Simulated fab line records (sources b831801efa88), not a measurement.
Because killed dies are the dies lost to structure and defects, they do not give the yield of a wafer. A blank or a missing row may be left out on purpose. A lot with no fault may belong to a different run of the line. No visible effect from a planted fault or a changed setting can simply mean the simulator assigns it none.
Chamber matching | flow sky130 | cmp-02 running SKY_VIA2_CMP_02: 4 sister chambers
The step polishes SiO2. 8 wafers are shown with their chamber, then 7 later ones without.

== WAFERS WITH THEIR CHAMBER ==
wafer  | chamber | motor-current-A (A) | edge-zone-pressure-frac
L544.2 | 3       | 11.5                | 0.996
L544.5 | 1       | 10.0                | 1.000
L545.6 | 3       | 10.7                | 1.005
L547.4 | 2       | 10.7                | 0.993
L547.5 | 0       | 12.5                | 1.000
L547.6 | 1       | 9.4                 | 0.997
L548.2 | 2       | 10.8                | 1.001
L548.4 | 0       | 12.0                | 1.002

== WAFERS MISSING THEIR CHAMBER ==
wafer  | motor-current-A (A) | edge-zone-pressure-frac
L548.6 | 10.7                | 0.999
L558.3 | 11.9                | 1.000
L558.4 | 9.8                 | 0.993
L558.6 | 10.9                | 0.996
L561.1 | 11.3                | 0.991
L561.4 | 9.4                 | 0.997
L561.5 | 12.6                | 0.999

== WHICH CHAMBER EACH ONE RAN IN ==
wafer  | from the rows above          | in truth
L548.6 | can't be placed: 2 or 3      | 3
L558.3 | can't be placed: 0 or 3      | 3
L558.4 | can't be placed: 1 or 2      | 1
L558.6 | can't be placed: 2 or 3      | 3
L561.1 | can't be placed: 2 or 3 or 0 | 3
L561.4 | 1                            | 1
L561.5 | 0                            | 0
Correct placement for 2 of the 7. Can't be placed from these rows: 5 (the true chamber is among the candidates in 5). Wrongly placed: 0.
How it was worked out, from the rows above alone: a wafer's distance from a chamber is the root of the sum, over the readings, of the square of ((its reading less the chamber's mean) divided by the reading's scatter). If the next closest chamber is less than 2 further off than the closest, the wafer can't be placed; otherwise it belongs to the closest. A chamber's mean is the mean of its shown wafers. The scatter is the square root of a quotient: the sum, over the shown wafers, of each reading's squared deviation from its chamber's mean, divided by wafers minus chambers.
